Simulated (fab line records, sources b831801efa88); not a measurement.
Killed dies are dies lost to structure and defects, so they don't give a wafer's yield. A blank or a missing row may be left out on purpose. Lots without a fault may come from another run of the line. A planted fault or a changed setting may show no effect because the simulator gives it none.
Which tool did it? | flow sfq_line | 13 lots, 38 wafers sampled, at 1 step of a route of 325

WHAT THE GAUGES READ, wafer by wafer
The record holds no reading of a measuring or inspecting step that can be judged against a usual standard deviation.

WHICH TOOL RAN EACH LOT (tool, then ch and the chambers of the sampled wafers, then the start)
lot  | SFQ_TRILAYER_M3_BARC_OPEN_METAL_ETCH_100
L845 | rie_metal-04 ch 1, day 28 03:44
L846 | rie_metal-03 ch 0, day 28 10:56
L848 | rie_metal-03 ch 0,1, day 28 21:23
L857 | rie_metal-03 ch 0,1, day 31 11:20
L858 | rie_metal-04 ch 0,1, day 31 22:08
L859 | rie_metal-04 ch 1, day 32 02:56
L860 | rie_metal-02 ch 0, day 32 10:08
L863 | rie_metal-02 ch 0,1, day 33 04:08
L864 | rie_metal-03 ch 0,1, day 33 14:56
L865 | rie_metal-03 ch 0, day 33 18:32
L866 | rie_metal-02 ch 0,1, day 33 23:20
L867 | rie_metal-04 ch 0,1, day 34 05:22
L868 | rie_metal-04 ch 0,1, day 34 07:44
- SFQ_TRILAYER_M3_BARC_OPEN_METAL_ETCH_100: etches BARC in O2, target depth 125 nm, time 41.7 s.

WHAT THE TOOLS THEMSELVES READ (means of the sampled wafers that have a number; where no wafer has one, the mark that the record gives instead)
SFQ_TRILAYER_M3_BARC_OPEN_METAL_ETCH_100.
lot  | tool         | drypump_motor_current_A (A) | oes_product_au (a.u.) | run_length_s (s)
L845 | rie_metal-04 | 5.8                         | 0.685                 | 70.6
L846 | rie_metal-03 | 5.1                         | 0.686                 | 69.5
L848 | rie_metal-03 | 5.2                         | 0.683                 | 69.7
L857 | rie_metal-03 | 5.2                         | 0.755                 | 65.3
L858 | rie_metal-04 | 5.9                         | 0.689                 | 69.9
L859 | rie_metal-04 | 5.8                         | 0.685                 | 70.4
L860 | rie_metal-02 | 6.4                         | 0.687                 | 69.8
L863 | rie_metal-02 | 6.1                         | 0.681                 | 70.0
L864 | rie_metal-03 | 5.2                         | 0.683                 | 69.5
L865 | rie_metal-03 | 5.1                         | 0.685                 | 69.3
L866 | rie_metal-02 | 5.8                         | 0.681                 | 73.1
L867 | rie_metal-04 | 5.9                         | 0.684                 | 69.9
L868 | rie_metal-04 | 5.9                         | 0.686                 | 70.3

THE ANSWER, worked out from the rows above alone
Rule: what is usual is taken from the lots themselves. Put in order of their means at a reading, lots are off if they are a third of the lots or fewer, leave a main group of 4 or more, and stand apart from it by a gap of 3 or more times the standard deviation of the main group's means; of several such gaps the widest counts. A main group whose means are all the same, to the digits that the tables above print for the reading, isn't used. A lot without any number at a reading at which 4 lots or more have one is off too. The other lots that the step has rows for count as sound. The gauges are gone through in route order, then the tools' own readings, and for those a lot's mean is taken as printed above. The first step at which some lot is off is used, and at that step the reading that is off furthest; a lot without a number counts as furthest.
Off: L857, at SFQ_TRILAYER_M3_BARC_OPEN_METAL_ETCH_100 (oes_product_au). The main group: mean 0.685 a.u., standard deviation 0.0023.
A tool fits if, at that step or a process step before it, it ran every lot that is off, and no sound lot after the first of them. None of those tried fits.

WHAT THE SIMULATOR HAD PUT IN
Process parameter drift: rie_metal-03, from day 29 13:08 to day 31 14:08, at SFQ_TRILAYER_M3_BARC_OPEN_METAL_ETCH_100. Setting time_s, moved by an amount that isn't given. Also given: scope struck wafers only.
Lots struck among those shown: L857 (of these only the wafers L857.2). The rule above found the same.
